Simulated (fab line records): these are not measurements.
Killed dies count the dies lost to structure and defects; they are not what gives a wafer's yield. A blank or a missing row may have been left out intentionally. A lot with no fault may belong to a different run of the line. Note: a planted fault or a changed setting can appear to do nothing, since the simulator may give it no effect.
fab line records    flow gf180mcu
record lots=15  wafers=44  last_day=34
route steps=602 shown LVPWELL@64 MVSD@76 VT_IMPLANT@130 DUAL_GATE@149
lots with no fault: from the same line, run without faults
start_h: hours from the record's first day to the start of the lot's first wafer shown    wait_h: time in hours since the lot's previous step    " repeats the value in the row above    L1.1+2: a single row standing in for several wafers    - either no value or no given start    * or withheld: withheld    < > ~ a bound
route shown NAME@n: a module of which the file shows steps, and the number in the route of the first    usual: mean and standard deviation over wafers with no fault    same: alike in all rows    chamber/n: place in a boat    sites: per-site readings    _std_site: standard deviation of those values    _edge_site: inner sites' mean taken away from outer sites' mean    radius_mm: how far each site lies from the wafer's centre    mask NAME#n: copy n    behind: the most recent tool/chamber to have shaped the wafer    hold: why the lot went on hold/how many hours it stayed there/how the hold came to an end    device: the transistor (n, p or np) that didn't switch    end of line: at the end of the route, the tests of the same wafers    for a step that has no rows: nothing shown but its recipe    killed: the dies lost at the first sort to structure and to defects; this is not the yield of the wafer    map: shows each die of a wafer: x if killed, . if not, _ if none is there
set.NAME: the run value of the setting; set.NAME@STEP: its run value at that earlier step    model.NAME: the simulator's own value behind a step, which no gauge read
route steps across a sampled set of lots; one table per step, one row per wafer
services: a tool's chamber out of use, with start hour (start_h, from the record's first day; less than 0 if before it), hours out, and reason
## steps
# step GF_LVPWELL_STRIP_10
# recipe chemistry=O2/N2  power_w=1400  pressure_mtorr=1500  platen_temp_c=250  o2_flow_sccm=3000  n2_flow_sccm=300  overash_fraction=0.5
# usual drypump_motor_current_A=5.6/0.32  heater_power_w=323/22  oes_product_au=0.723/0.0048  strip_time_to_endpoint_s=36.96/0.11
lot.wafer  tool             chamber  start_h  wait_h  drypump_motor_current_A  heater_power_w  oes_product_au  rf_hours_counter_h  strip_time_to_endpoint_s
L653.2     plasma_asher-02  0        69.32    0.1     5.4                      331             0.725           40                  36.88
L653.5     "                1        "        "       5.9                      311             0.724           -                   36.82
L657.2     plasma_asher-02  0        92.17    0.1     5.4                      340             0.724           43                  37.08
L657.3     "                1        "        "       5.9                      307             0.723           -                   37.02
L657.5     "                1        "        "       5.9                      295             0.721           -                   37.14
L661.2     plasma_asher-03  0        113.93   0.1     5.4                      351             0.728           47                  36.90
L661.3     "                1        "        "       5.2                      331             0.722           -                   36.88
L661.4     "                0        "        "       5.4                      353             0.718           -                   36.91
L662.2     plasma_asher-03  0        122.93   0.1     5.4                      355             0.723           49                  36.82
L662.4     "                1        "        "       5.2                      329             0.721           -                   37.01
L662.6     "                1        "        "       5.2                      334             0.723           -                   36.99
L663.2     plasma_asher-03  1        130.03   0.1     5.2                      330             0.725           49                  36.96
L663.4     "                1        "        "       5.2                      329             0.721           -                   37.03
L663.6     "                1        "        "       5.2                      337             0.720           -                   37.09
L665.3     plasma_asher-04  1        140.96   0.1     6.2                      290             0.721           -                   37.01
L665.4     "                0        "        "       5.5                      307             0.717           -                   36.95
L665.5     "                1        "        "       6.1                      291             0.736           -                   37.05
L666.2     plasma_asher-04  1        145.66   0.1     6.2                      282             0.723           37                  37.04
L666.3     "                0        "        "       5.5                      304             0.725           -                   37.04
L666.4     "                1        "        "       6.1                      289             0.716           -                   37.06
L667.3     plasma_asher-04  0        149.66   0.1     5.6                      302             0.720           -                   36.97
L667.5     "                0        "        "       5.6                      307             0.722           -                   37.03
L667.6     "                1        "        "       6.1                      302             0.726           -                   36.97
L668.2     plasma_asher-02  1        155.28   0.1     5.9                      313             0.715           50                  36.88
L668.3     "                1        "        "       5.9                      301             0.717           -                   36.85
L668.6     "                1        "        "       6.0                      296             0.732           -                   36.91
L669.2     plasma_asher-04  0        160.88   0.1     5.6                      306             0.724           38                  36.92
L669.3     "                0        "        "       5.5                      298             0.730           -                   36.90
L669.4     "                1        "        "       6.2                      291             0.720           -                   37.01
L670.4     plasma_asher-04  1        164.71   0.1     6.1                      297             0.721           -                   36.81
L670.5     "                1        "        "       6.1                      289             0.725           -                   36.84
L670.6     "                0        "        "       5.5                      296             0.723           -                   36.84
L671.2     plasma_asher-02  0        169.57   0.1     5.4                      335             0.723           52                  36.77
L671.3     "                0        "        "       5.4                      344             0.719           -                   37.01
L671.5     "                1        "        "       5.9                      305             0.723           -                   37.02
L672.3     plasma_asher-03  0        175.81   0.1     5.4                      358             0.725           -                   36.94
L672.4     "                1        "        "       5.2                      327             0.729           -                   36.92
L672.5     "                1        "        "       5.2                      326             0.725           -                   36.91
L674.2     plasma_asher-02  0        190.37   0.1     5.4                      330             0.722           54                  36.82
L674.5     "                1        "        "       6.0                      308             0.722           -                   36.70
L674.6     "                0        "        "       5.4                      349             0.719           -                   36.80
L675.2     plasma_asher-03  0        196.33   0.1     5.4                      358             0.722           56                  36.88
L675.3     "                1        "        "       5.2                      328             0.735           -                   36.92
L675.5     "                0        "        "       5.4                      352             0.724           -                   36.81
# step GF_MVSD_STRIP_10
# recipe chemistry=O2/N2  power_w=1400  pressure_mtorr=1500  platen_temp_c=250  o2_flow_sccm=3000  n2_flow_sccm=300  overash_fraction=0.5
# usual drypump_motor_current_A=5.78/0.25  heater_power_w=352/77  oes_product_au=0.723/0.0043  strip_time_to_endpoint_s=36.99/0.078
lot.wafer  tool             chamber  start_h  wait_h  drypump_motor_current_A  heater_power_w  oes_product_au  rf_hours_counter_h  strip_time_to_endpoint_s
L653.2     plasma_asher-01  1        82.86    0.1     5.79                     331             0.712           42                  36.96
L653.5     "                0        "        "       5.91                     525             0.723           -                   36.92
L657.2     plasma_asher-04  0        106.54   0.1     5.56                     298             0.720           31                  36.87
L657.3     "                1        "        "       6.18                     288             0.717           -                   36.94
L657.5     "                0        "        "       5.54                     298             0.717           -                   36.85
L661.2     plasma_asher-01  0        129.16   0.1     5.92                     499             0.727           1                   36.99
L661.3     "                1        "        "       5.74                     333             0.729           -                   37.17
L661.4     "                0        "        "       5.93                     507             0.722           -                   36.91
L662.2     plasma_asher-04  0        138.04   0.1     5.51                     301             0.726           36                  37.07
L662.4     "                1        "        "       6.14                     287             0.728           -                   37.02
L662.6     "                1        "        "       6.14                     288             0.722           -                   37.02
L663.2     plasma_asher-01  0        144.96   0.1     5.91                     515             0.715           2                   37.11
L663.4     "                1        "        "       5.74                     343             0.728           -                   37.07
L663.6     "                1        "        "       5.72                     330             0.716           -                   36.99
L665.3     plasma_asher-02  1        156.69   0.1     5.92                     297             0.727           -                   36.93
L665.4     "                0        "        "       5.39                     336             0.721           -                   37.00
L665.5     "                1        "        "       5.94                     303             0.723           -                   36.86
L666.2     plasma_asher-02  1        160.93   0.1     5.92                     309             0.721           51                  37.06
L666.3     "                0        "        "       5.40                     336             0.720           -                   37.03
L666.4     "                1        "        "       5.92                     310             0.726           -                   37.00
L667.3     plasma_asher-02  1        165.16   0.1     5.94                     293             0.725           -                   36.99
L667.5     "                0        "        "       5.38                     336             0.718           -                   36.97
L667.6     "                1        "        "       5.93                     309             0.723           -                   36.96
L668.2     plasma_asher-02  0        171.16   0.1     5.40                     341             0.733           52                  37.01
L668.3     "                1        "        "       5.99                     310             0.727           -                   37.01
L668.6     "                0        "        "       5.39                     341             0.711           -                   37.04
L669.2     plasma_asher-01  1        176.77   0.1     5.76                     337             0.714           6                   37.01
L669.3     "                1        "        "       5.75                     331             0.720           -                   36.97
L669.4     "                0        "        "       5.90                     515             0.721           -                   37.02
L670.4     plasma_asher-02  0        181.29   0.1     5.38                     338             0.730           -                   37.08
L670.5     "                1        "        "       5.92                     298             0.718           -                   36.99
L670.6     "                0        "        "       5.39                     341             0.719           -                   37.00
L671.2     plasma_asher-04  0        186.03   0.1     5.51                     311             0.728           41                  36.94
L671.3     "                1        "        "       6.15                     289             0.727           -                   37.03
L671.5     "                0        "        "       5.54                     310             0.724           -                   37.07
L672.3     plasma_asher-02  0        192.30   0.1     5.36                     336             0.728           -                   37.06
L672.4     "                1        "        "       5.95                     311             0.727           -                   37.06
L672.5     "                0        "        "       5.40                     340             0.718           -                   37.04
L674.2     plasma_asher-04  0        207.57   0.1     5.54                     307             0.719           43                  37.04
L674.5     "                1        "        "       6.14                     294             0.721           -                   37.02
L674.6     "                0        "        "       5.53                     307             0.725           -                   36.97
L675.2     plasma_asher-01  1        214.26   0.1     5.77                     332             0.723           10                  37.04
L675.3     "                1        "        "       5.79                     333             0.730           -                   36.92
L675.5     "                1        "        "       5.79                     339             0.726           -                   36.94
# step GF_VT_IMPLANT_OVL_MEAS_40
# usual VT_IMPLANT_03_OVL=-0.1/1.3
lot.wafer  tool        chamber  start_h  wait_h  VT_IMPLANT_03_OVL[nm]
L653.2     overlay-01  -        155.98   0.1     1.8
L653.5     "           -        "        "       0.4
L657.2     overlay-01  -        181.95   0.1     -0.2
L657.3     "           -        "        "       -2.0
L657.5     "           -        "        "       -1.5
L661.2     overlay-02  -        209.00   0.1     -1.2
L661.3     "           -        "        "       -0.7
L661.4     "           -        "        "       -0.4
L662.2     overlay-02  -        219.80   0.1     1.3
L662.4     "           -        "        "       -1.3
L662.6     "           -        "        "       0.3
L663.2     overlay-02  -        227.25   0.1     1.4
L663.4     "           -        "        "       -0.7
L663.6     "           -        "        "       0.9
L665.3     overlay-02  -        242.96   0.1     -0.1
L665.4     "           -        "        "       1.9
L665.5     "           -        "        "       1.6
L666.2     overlay-01  -        246.05   0.1     -2.7
L666.3     "           -        "        "       -1.5
L666.4     "           -        "        "       -1.1
L667.3     overlay-02  -        252.55   0.1     -0.3
L667.5     "           -        "        "       0.8
L667.6     "           -        "        "       -0.8
L668.2     overlay-02  -        260.05   0.1     2.1
L668.3     "           -        "        "       0.5
L668.6     "           -        "        "       1.4
L669.2     overlay-01  -        266.58   0.1     -1.3
L669.3     "           -        "        "       -0.2
L669.4     "           -        "        "       -0.9
L670.4     overlay-01  -        271.19   0.1     -0.9
L670.5     "           -        "        "       2.7
L670.6     "           -        "        "       0.9
L671.2     overlay-02  -        275.79   0.1     1.8
L671.3     "           -        "        "       -0.1
L671.5     "           -        "        "       0.0
L672.3     overlay-02  -        284.78   0.1     -2.7
L672.4     "           -        "        "       -3.1
L672.5     "           -        "        "       -0.9
L674.2     overlay-01  -        303.18   0.1     0.5
L674.5     "           -        "        "       1.5
L674.6     "           -        "        "       1.4
L675.2     overlay-01  -        310.58   0.1     -0.5
L675.3     "           -        "        "       -0.3
L675.5     "           -        "        "       -1.8
# step GF_DUAL_GATE_EXPOSE_08
# recipe mask_id=Dualgate  target_cd_nm=700  na=0.6  source_shape=conventional  sigma_outer=0.6  dose_mj=140
# usual exposure_dose_mJ_cm2=140.03/0.14  focus_offset_nm=0.0/0.51
lot.wafer  tool              chamber  start_h  wait_h  mask        exposure_dose_mJ_cm2  focus_offset_nm
L653.2     iline_stepper-01  0        166.49   -       Dualgate#0  140.02                -0.7
L653.5     "                 0        "        "       Dualgate#0  139.98                -0.6
L657.2     iline_stepper-02  0        193.89   -       Dualgate#0  140.12                0.1
L657.3     "                 0        "        "       Dualgate#0  139.77                0.5
L657.5     "                 0        "        "       Dualgate#0  140.07                0.4
L661.2     iline_stepper-01  -        220.88   -       Dualgate#0  -                     -
L661.3     "                 -        "        "       Dualgate#0  -                     -
L661.4     "                 -        "        "       Dualgate#0  -                     -
L662.2     iline_stepper-01  -        232.06   -       Dualgate#0  -                     -
L662.4     "                 -        "        "       Dualgate#0  -                     -
L662.6     "                 -        "        "       Dualgate#0  -                     -
L663.2     iline_stepper-01  -        238.81   -       Dualgate#0  -                     -
L663.4     "                 -        "        "       Dualgate#0  -                     -
L663.6     "                 -        "        "       Dualgate#0  -                     -
L665.3     iline_stepper-01  0        254.91   -       Dualgate#0  140.02                -0.7
L665.4     "                 0        "        "       Dualgate#0  139.92                0.2
L665.5     "                 0        "        "       Dualgate#0  140.06                -0.2
L666.2     iline_stepper-02  0        257.83   -       Dualgate#0  140.12                -0.5
L666.3     "                 0        "        "       Dualgate#0  140.00                -0.1
L666.4     "                 0        "        "       Dualgate#0  140.11                -0.5
L667.3     iline_stepper-02  0        265.02   -       Dualgate#0  140.02                0.5
L667.5     "                 0        "        "       Dualgate#0  140.10                0.0
L667.6     "                 0        "        "       Dualgate#0  140.25                0.1
L668.2     iline_stepper-01  0        271.88   -       Dualgate#0  139.96                0.6
L668.3     "                 0        "        "       Dualgate#0  140.00                0.9
L668.6     "                 0        "        "       Dualgate#0  140.13                1.1
L669.2     iline_stepper-02  0        278.68   -       Dualgate#0  140.12                -0.1
L669.3     "                 0        "        "       Dualgate#0  140.12                0.3
L669.4     "                 0        "        "       Dualgate#0  140.14                -0.1
L670.4     iline_stepper-01  0        284.12   -       Dualgate#0  139.95                0.4
L670.5     "                 0        "        "       Dualgate#0  139.91                -0.7
L670.6     "                 0        "        "       Dualgate#0  140.11                0.3
L671.2     iline_stepper-02  0        289.03   -       Dualgate#0  140.01                0.1
L671.3     "                 0        "        "       Dualgate#0  140.20                0.0
L671.5     "                 0        "        "       Dualgate#0  140.09                0.9
L672.3     iline_stepper-01  0        297.45   -       Dualgate#0  139.97                0.0
L672.4     "                 0        "        "       Dualgate#0  139.81                0.0
L672.5     "                 0        "        "       Dualgate#0  139.78                0.0
L674.2     iline_stepper-01  0        316.08   -       Dualgate#0  140.09                0.3
L674.5     "                 0        "        "       Dualgate#0  140.09                1.0
L674.6     "                 0        "        "       Dualgate#0  139.98                0.1
L675.2     iline_stepper-01  0        324.40   -       Dualgate#0  139.88                -0.6
L675.3     "                 0        "        "       Dualgate#0  140.05                0.1
L675.5     "                 0        "        "       Dualgate#0  139.91                0.0
## services
tool              chamber  start_h  hours  kind
plasma_asher-01   -        51.98    10.2   repair
plasma_asher-01   -        70.88    2.8    pm
plasma_asher-03   -        86.93    0.7    repair
iline_stepper-01  -        89.98    4.4    pm
plasma_asher-03   -        99.18    14.6   pm
plasma_asher-01   -        101.99   11.0   pm
iline_stepper-01  -        103.20   3.1    repair
iline_stepper-02  -        112.72   2.3    repair
plasma_asher-01   -        112.94   9.0    pm
iline_stepper-01  -        123.79   1.7    pm
iline_stepper-02  -        128.76   1.1    repair
plasma_asher-02   -        134.47   1.2    repair
iline_stepper-02  -        153.17   10.3   repair
iline_stepper-02  -        163.49   1.7    pm
iline_stepper-01  -        185.72   18.6   repair
plasma_asher-04   -        209.71   1.2    repair
plasma_asher-04   -        214.94   1.6    repair
iline_stepper-02  -        215.99   1.6    repair
plasma_asher-03   -        247.01   2.3    repair
iline_stepper-02  -        249.77   6.0    repair
plasma_asher-02   -        255.86   1.9    repair
plasma_asher-01   -        303.10   2.1    repair
plasma_asher-01   -        308.75   2.6    repair
plasma_asher-04   -        312.45   6.5    repair
## key
first_sign step=GF_DUAL_GATE_EXPOSE_08  reading=tool_record  direction=missing
effect none on later readings
met_at GF_DUAL_GATE_EXPOSE_08
struck_lots L661,L662,L663
later_rows_left_out L661.2,L661.3,L661.4,L662.2,L662.4,L662.6,L663.2,L663.4,L663.6
sort_left_out L661.2,L661.3,L661.4,L662.2,L662.4,L662.6,L663.2,L663.4,L663.6
tester_left_out L661,L662,L663
not_acting_at GF_LVPWELL_STRIP_10,GF_MVSD_STRIP_10,GF_VT_IMPLANT_OVL_MEAS_40
onset_between 166.49 220.88
fault kind=skipped_step_whole  tool=iline_stepper-01  chamber=-  onset_h=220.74  steps=GF_DUAL_GATE_EXPOSE_08  scope=struck_lots_only
# tester_left_out: of these lots the tester's yield and bins aren't shown, on N5 and GAA mostly nor the transistor test; their killed dies are dies lost to structure and defects alone, not to doping, threshold or leakage, so they don't give the yield
# sort_left_out: the simulated sort isn't trusted on such a fault, so these wafers' sort isn't shown, and their yield isn't known
# later_rows_left_out: the simulator's readings of these wafers behind a module that went badly wrong aren't trusted and aren't shown, but for the sort
